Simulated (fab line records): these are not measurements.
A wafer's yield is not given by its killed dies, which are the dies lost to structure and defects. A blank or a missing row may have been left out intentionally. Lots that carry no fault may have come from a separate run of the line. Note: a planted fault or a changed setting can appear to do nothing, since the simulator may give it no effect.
fab line records	flow sky130
record lots=11	wafers=33	last_day=50
route steps=708 shown GATE_OXIDE@201 RES_PROTECT@214 POLY_GATE@232 LDD_N@246 PAD_OPEN@708
lots with no fault: from the same line, run without faults
start_h: start of the lot's first displayed wafer, in hours after the record's first day	wait_h: how many hours have passed since the lot's step before this one	" identical to the entry in the row above	L1.1+2: a single row standing in for several wafers	- no value, or no start was given	* or withheld: withheld	< > ~ a bound
route shown NAME@n: NAME is a module with steps in the file, n the number in the route of the first one	usual: the fault-free wafers' mean and standard deviation	same: alike in all rows	chamber/n: place in a boat	sites: per-site readings	_std_site: the values' standard deviation	_edge_site: mean of outer sites minus mean of inner sites	radius_mm: how far each site lies from the wafer's centre	mask NAME#n: copy n	behind: tool/chamber where the wafer was last shaped	hold: the reason the lot was held/the length of the hold in hours/how it ended	device: which transistor (n, p or np) failed to switch	end of line: the same wafers' tests at the end of the route	a step without rows: its recipe alone	killed: the dies lost at the first sort to structure and to defects; this is not the yield of the wafer	map: a wafer's dies, x killed, . not, _ none there
set.NAME: the setting as run; set.NAME@STEP: as run at that earlier step	model.NAME: the simulator's own value behind a step, which no gauge read
a sample of lots followed through the steps of the route, with each step as a table and each wafer as a row
services: the hour from which a tool's chamber was out of use, counted from the record's first day as start_h (under 0 if before that day), plus the number of hours and why
## steps
# step SKY_GATE_OXIDE_TW_MEAS_14
# usual GATE_OXIDE_TW=226/3.3
lot.wafer	tool	chamber	start_h	wait_h	GATE_OXIDE_TW
L480.3	film_metro-01	-	305.76	0.1	231
L480.4	"	-	"	"	230
L480.6	"	-	"	"	230
L482.3	film_metro-04	-	325.24	0.1	221
L482.5	"	-	"	"	220
L482.6	"	-	"	"	221
L484.1	film_metro-01	-	341.43	0.1	230
L484.3	"	-	"	"	231
L484.4	"	-	"	"	231
L485.1	film_metro-04	-	352.52	0.1	222
L485.5	"	-	"	"	222
L485.6	"	-	"	"	221
L487.2	film_metro-04	-	369.54	0.1	223
L487.4	"	-	"	"	222
L487.5	"	-	"	"	223
L496.1	film_metro-02	-	442.17	0.1	226
L496.4	"	-	"	"	225
L496.5	"	-	"	"	224
L497.1	film_metro-02	-	461.99	0.1	225
L497.2	"	-	"	"	227
L497.4	"	-	"	"	225
L498.2	film_metro-01	-	463.14	0.1	230
L498.4	"	-	"	"	230
L498.6	"	-	"	"	230
L499.1	film_metro-01	-	470.49	0.1	228
L499.2	"	-	"	"	231
L499.6	"	-	"	"	231
L502.1	film_metro-04	-	490.64	0.1	224
L502.2	"	-	"	"	222
L502.3	"	-	"	"	224
L503.2	film_metro-04	-	496.31	0.1	222
L503.5	"	-	"	"	224
L503.6	"	-	"	"	223
# step SKY_RES_PROTECT_STRIP_07
# recipe chemistry=O2/N2	power_w=1400	pressure_mtorr=1500	platen_temp_c=withheld	o2_flow_sccm=3000	n2_flow_sccm=300	overash_fraction=0.5
# usual drypump_motor_current_A=5.9/0.45	oes_product_au=0.517/0.0048	strip_time_to_endpoint_s=23.31/0.04
lot.wafer	tool	chamber	start_h	wait_h	drypump_motor_current_A	oes_product_au	rf_hours_counter_h	strip_time_to_endpoint_s
L480.3	plasma_asher-01	0	335.96	0.1	6.8	0.515	-	23.38
L480.4	"	1	"	"	5.8	0.516	-	23.42
L480.6	"	1	"	"	5.8	0.523	-	23.38
L482.3	plasma_asher-03	0	355.96	0.1	6.1	0.518	-	23.33
L482.5	"	1	"	"	5.5	0.525	-	23.34
L482.6	"	0	"	"	6.1	0.524	-	23.34
L484.1	plasma_asher-03	0	374.15	0.1	6.1	0.517	22	23.30
L484.3	"	1	"	"	5.5	0.520	-	23.35
L484.4	"	0	"	"	6.1	0.518	-	23.31
L485.1	plasma_asher-03	0	384.50	0.1	6.1	0.517	24	23.36
L485.5	"	0	"	"	6.1	0.518	-	23.29
L485.6	"	1	"	"	5.5	0.510	-	23.29
L487.2	plasma_asher-03	0	407.94	0.1	6.2	0.527	26	23.29
L487.4	"	1	"	"	5.5	0.522	-	23.28
L487.5	"	0	"	"	6.1	0.520	-	23.34
L496.1	plasma_asher-01	1	477.13	0.1	5.8	0.516	71	23.30
L496.4	"	1	"	"	5.7	0.529	-	23.32
L496.5	"	0	"	"	6.7	0.512	-	23.30
L497.1	plasma_asher-01	1	495.43	0.1	5.7	0.522	73	23.30
L497.2	"	0	"	"	6.7	0.518	73	23.28
L497.4	"	1	"	"	5.7	0.523	-	23.31
L498.2	plasma_asher-02	1	498.14	0.1	6.2	0.514	72	23.27
L498.4	"	1	"	"	6.3	0.515	-	23.21
L498.6	"	0	"	"	5.4	0.519	-	23.28
L499.1	plasma_asher-02	0	505.09	0.1	5.4	0.517	73	23.31
L499.2	"	1	"	"	6.2	0.515	73	23.31
L499.6	"	1	"	"	6.2	0.524	-	23.28
L502.1	plasma_asher-03	0	523.94	0.1	6.1	0.520	38	23.26
L502.2	"	1	"	"	5.5	0.522	38	23.23
L502.3	"	1	"	"	5.5	0.514	-	23.26
L503.2	plasma_asher-01	1	528.74	0.1	5.7	0.517	76	23.29
L503.5	"	1	"	"	5.7	0.514	-	23.27
L503.6	"	0	"	"	6.7	0.522	-	23.27
# step SKY_POLY_GATE_STRIP_18
# recipe chemistry=O2/N2	power_w=1400	pressure_mtorr=1500	platen_temp_c=withheld	o2_flow_sccm=3000	n2_flow_sccm=300	overash_fraction=0.5
# usual drypump_motor_current_A=6.1/0.43	oes_product_au=0.361/0.0049	strip_time_to_endpoint_s=3.17/0.03
lot.wafer	tool	chamber	start_h	wait_h	drypump_motor_current_A	oes_product_au	rf_hours_counter_h	strip_time_to_endpoint_s
L480.3	plasma_asher-04	1	365.42	0.1	6.4	0.356	-	3.17
L480.4	"	0	"	"	5.9	0.354	-	3.15
L480.6	"	1	"	"	6.4	0.368	-	3.19
L482.3	plasma_asher-01	1	385.47	0.1	5.7	0.353	-	3.20
L482.5	"	1	"	"	5.7	0.356	-	3.14
L482.6	"	0	"	"	6.7	0.367	-	3.23
L484.1	plasma_asher-01	1	406.98	0.0	5.7	0.365	64	3.16
L484.3	"	0	"	"	6.8	0.361	-	3.20
L484.4	"	1	"	"	5.7	0.361	-	3.16
L485.1	plasma_asher-02	0	416.19	0.0	5.4	0.359	64	3.14
L485.5	"	1	"	"	6.2	0.357	-	3.17
L485.6	"	0	"	"	5.4	0.364	-	3.14
L487.2	plasma_asher-01	1	441.48	0.0	5.7	0.357	67	3.16
L487.4	"	1	"	"	5.7	0.354	-	3.17
L487.5	"	0	"	"	6.7	0.355	-	3.18
L496.1	plasma_asher-04	0	512.09	0.0	5.9	0.365	8	3.18
L496.4	"	1	"	"	6.4	0.358	-	3.16
L496.5	"	0	"	"	5.9	0.361	-	3.16
L497.1	plasma_asher-01	0	530.69	0.0	6.7	0.368	76	3.21
L497.2	"	1	"	"	5.7	0.369	76	3.20
L497.4	"	0	"	"	6.7	0.366	-	3.23
L498.2	plasma_asher-04	1	530.73	0.0	6.4	0.356	9	3.11
L498.4	"	0	"	"	5.9	0.362	-	3.16
L498.6	"	1	"	"	6.4	0.354	-	3.10
L499.1	plasma_asher-04	0	537.72	0.0	5.9	0.351	10	3.12
L499.2	"	1	"	"	6.4	0.365	10	3.14
L499.6	"	1	"	"	6.4	0.356	-	3.11
L502.1	plasma_asher-01	1	555.44	0.0	5.7	0.353	79	3.15
L502.2	"	0	"	"	6.7	0.355	79	3.14
L502.3	"	0	"	"	6.7	0.365	-	3.19
L503.2	plasma_asher-02	1	560.72	0.0	6.2	0.360	78	3.15
L503.5	"	0	"	"	5.4	0.360	-	3.15
L503.6	"	1	"	"	6.2	0.359	-	3.15
# step SKY_LDD_N_IMPLANT_09
# recipe species=As	energy_kev=20	dose_cm2=7.5e+13	tilt_deg=withheld	rotation_deg=113
# usual beam_on_s=9.98/0.2	dose_ions_cm2=7.499e+13/8.4e+10	faraday_current_uA=424/8.3
lot.wafer	tool	chamber	start_h	wait_h	beam_on_s	dose_ions_cm2	faraday_current_uA
L480.3	implanter-02	0	396.23	0.1	10.38	7.485e+13	405
L480.4	"	0	"	"	10.08	7.49e+13	418
L480.6	"	0	"	"	9.92	7.49e+13	425
L482.3	implanter-01	0	418.09	0.1	9.62	7.514e+13	439
L482.5	"	0	"	"	9.94	7.51e+13	424
L482.6	"	0	"	"	9.65	7.509e+13	437
L484.1	implanter-02	0	440.04	0.1	9.80	7.487e+13	431
L484.3	"	0	"	"	10.01	7.489e+13	424
L484.4	"	0	"	"	10.30	7.487e+13	410
L485.1	implanter-04	0	448.98	0.1	10.15	7.502e+13	417
L485.5	"	0	"	"	9.87	7.508e+13	429
L485.6	"	0	"	"	10.10	7.512e+13	419
L487.2	implanter-04	0	474.06	0.1	9.80	7.499e+13	431
L487.4	"	0	"	"	10.39	7.493e+13	406
L487.5	"	0	"	"	9.86	7.496e+13	429
L496.1	implanter-02	0	543.43	0.1	9.97	4.437e+13	253
L496.4	"	0	"	"	10.03	4.445e+13	249
L496.5	"	0	"	"	10.13	4.454e+13	247
L497.1	implanter-02	0	562.18	0.1	10.13	4.452e+13	247
L497.2	"	0	"	"	9.92	4.425e+13	253
L497.4	"	0	"	"	9.85	4.441e+13	255
L498.2	implanter-01	0	562.85	0.1	10.07	7.503e+13	423
L498.4	"	0	"	"	10.06	7.485e+13	420
L498.6	"	0	"	"	10.05	7.495e+13	420
L499.1	implanter-04	0	568.93	0.1	9.78	7.506e+13	433
L499.2	"	0	"	"	9.74	7.49e+13	432
L499.6	"	0	"	"	10.03	7.492e+13	422
L502.1	implanter-01	0	586.54	0.1	9.94	7.504e+13	425
L502.2	"	0	"	"	10.05	7.502e+13	420
L502.3	"	0	"	"	9.52	7.498e+13	443
L503.2	implanter-04	0	592.00	0.1	9.97	7.515e+13	425
L503.5	"	0	"	"	9.78	7.511e+13	431
L503.6	"	0	"	"	9.82	7.503e+13	431
# step SKY_LDD_N_STRIP_16
# recipe chemistry=O2/N2	power_w=1400	pressure_mtorr=1500	platen_temp_c=withheld	o2_flow_sccm=3000	n2_flow_sccm=300	overash_fraction=0.5
# usual drypump_motor_current_A=6.0/0.41	oes_product_au=0.406/0.0046	strip_time_to_endpoint_s=4.309/0.014
lot.wafer	tool	chamber	start_h	wait_h	drypump_motor_current_A	oes_product_au	rf_hours_counter_h	strip_time_to_endpoint_s
L480.3	plasma_asher-01	0	397.26	0.1	6.8	0.401	-	4.325
L480.4	"	1	"	"	5.7	0.408	-	4.320
L480.6	"	1	"	"	5.7	0.402	-	4.317
L482.3	plasma_asher-03	1	419.12	0.1	5.4	0.406	-	4.311
L482.5	"	0	"	"	6.1	0.405	-	4.317
L482.6	"	1	"	"	5.4	0.410	-	4.339
L484.1	plasma_asher-04	0	441.09	0.1	5.9	0.408	1	4.315
L484.3	"	1	"	"	6.4	0.417	-	4.315
L484.4	"	0	"	"	5.9	0.405	-	4.323
L485.1	plasma_asher-04	1	450.03	0.1	6.4	0.406	2	4.310
L485.5	"	0	"	"	5.9	0.408	-	4.315
L485.6	"	1	"	"	6.4	0.404	-	4.335
L487.2	plasma_asher-04	0	475.08	0.1	5.9	0.405	4	4.310
L487.4	"	0	"	"	5.9	0.397	-	4.298
L487.5	"	1	"	"	6.4	0.406	-	4.290
L496.1	plasma_asher-03	0	544.48	0.1	6.1	0.410	40	4.223
L496.4	"	1	"	"	5.5	0.407	-	4.203
L496.5	"	0	"	"	6.1	0.406	-	4.204
L497.1	plasma_asher-04	1	563.23	0.1	6.4	0.409	12	4.232
L497.2	"	0	"	"	5.9	0.401	12	4.240
L497.4	"	0	"	"	5.9	0.404	-	4.242
L498.2	plasma_asher-04	1	563.88	0.1	6.4	0.411	12	4.295
L498.4	"	0	"	"	5.9	0.406	-	4.311
L498.6	"	0	"	"	5.9	0.402	-	4.300
L499.1	plasma_asher-01	1	569.98	0.1	5.7	0.412	81	4.301
L499.2	"	0	"	"	6.7	0.408	81	4.311
L499.6	"	1	"	"	5.7	0.404	-	4.306
L502.1	plasma_asher-04	0	587.59	0.1	5.9	0.406	14	4.302
L502.2	"	1	"	"	6.4	0.401	14	4.285
L502.3	"	1	"	"	6.4	0.402	-	4.311
L503.2	plasma_asher-04	0	593.03	0.1	5.9	0.402	15	4.315
L503.5	"	1	"	"	6.4	0.401	-	4.301
L503.6	"	0	"	"	5.9	0.407	-	4.298
# step SKY_PAD_OPEN_PROBE_99
# usual killed_at_M0_to_M3=44/6.6	killed_at_M4_up=3.4/1.9	killed_at_contacts=25/5.6	killed_at_front_end=15/4.6	killed_at_other=0.3/0.6	killed_dies=88/9.5	killed_open=47/7.1	killed_short=40/6.4
# same gross_dies=492	killed_at_back_side=0
lot.wafer	tool	chamber	start_h	wait_h	killed_at_M0_to_M3	killed_at_M4_up	killed_at_contacts	killed_at_front_end	killed_at_other	killed_dies	killed_open	killed_short
L480.3	prober-02	-	1071.06	0.2	41	1	24	17	1	84	50	33
L480.4	prober-02	-	1071.11	0.2	48	4	25	11	0	88	47	41
L480.6	prober-02	-	1071.21	0.2	50	1	16	21	1	89	60	29
# killed by level:class
L480.3 VIA1:geometric_particle:open=16 LI_CONTACT:geometric_particle:open=9 FIELD_ISO:geometric_particle:open=7 CONTACT:geometric_particle:open=7 METAL2:geometric_particle:short=5 METAL1:geometric_particle:short=5 VIA2:geometric_particle:open=5 LOCAL_INTERCONNECT:geometric_particle:short=4
L480.4 VIA1:geometric_particle:open=10 VIA2:geometric_particle:open=8 VIA3:geometric_particle:open=8 LI_CONTACT:geometric_particle:open=6 CONTACT:geometric_particle:open=6 METAL2:geometric_particle:short=6 LOCAL_INTERCONNECT:geometric_particle:short=5 CONTACT:geometric_particle:short=5
L480.6 VIA1:geometric_particle:open=11 VIA2:geometric_particle:open=9 LI_CONTACT:geometric_particle:open=8 FIELD_ISO:geometric_particle:short=6 POLY_GATE:geometric_particle:open=6 CONTACT:geometric_particle:open=5 METAL1:geometric_particle:open=5 METAL2:geometric_particle:short=5
## services
tool	chamber	start_h	hours	kind
implanter-01	-	314.30	2.2	repair
implanter-01	-	324.54	3.0	repair
implanter-01	-	348.57	5.1	repair
implanter-01	-	385.62	2.3	repair
plasma_asher-02	-	388.68	0.5	repair
plasma_asher-04	-	389.05	2.8	pm
plasma_asher-02	-	392.85	4.4	repair
plasma_asher-04	-	421.32	9.0	pm
plasma_asher-04	0	421.32	9.0	vent_cycle
implanter-02	-	424.56	4.8	pm
implanter-04	-	431.40	2.5	pm
implanter-02	-	451.12	1.6	repair
implanter-01	-	461.31	11.8	pm
implanter-02	-	486.70	2.8	repair
implanter-01	-	497.78	4.0	repair
implanter-02	-	509.12	2.5	pm
implanter-01	-	513.81	1.3	repair
plasma_asher-04	-	516.89	4.4	repair
implanter-01	-	521.66	0.6	repair
implanter-04	-	543.07	5.0	repair
plasma_asher-04	-	543.78	4.3	repair
implanter-01	-	546.53	2.4	repair
plasma_asher-02	-	555.92	4.4	repair
plasma_asher-04	-	575.93	6.8	repair
## key
first_sign step=SKY_LDD_N_IMPLANT_09	reading=dose_ions_cm2	direction=down	sigmas=99+	usual=*	struck=*
effect step=SKY_LDD_N_IMPLANT_09	reading=faraday_current_uA	direction=down	sigmas=21	usual=424	struck=251
effect step=SKY_LDD_N_STRIP_16	reading=strip_time_to_endpoint_s	direction=down	sigmas=5.9	usual=*	struck=*
met_at SKY_LDD_N_IMPLANT_09
struck_lots L496,L497
tester_left_out L496,L497
not_acting_at SKY_GATE_OXIDE_TW_MEAS_14,SKY_RES_PROTECT_STRIP_07,SKY_POLY_GATE_STRIP_18
onset_between 440.04 543.43
fault kind=process_parameter_drift	tool=implanter-02	chamber=-	onset_h=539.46	steps=SKY_LDD_N_IMPLANT_09	channel=dose_cm2	offset=*	shape=step	end_h=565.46	acts_in=*	stated=*
# tester_left_out: of these lots the tester's yield and bins aren't shown, on N5 and GAA mostly nor the transistor test; their killed dies are dies lost to structure and defects alone, not to doping, threshold or leakage, so they don't give the yield
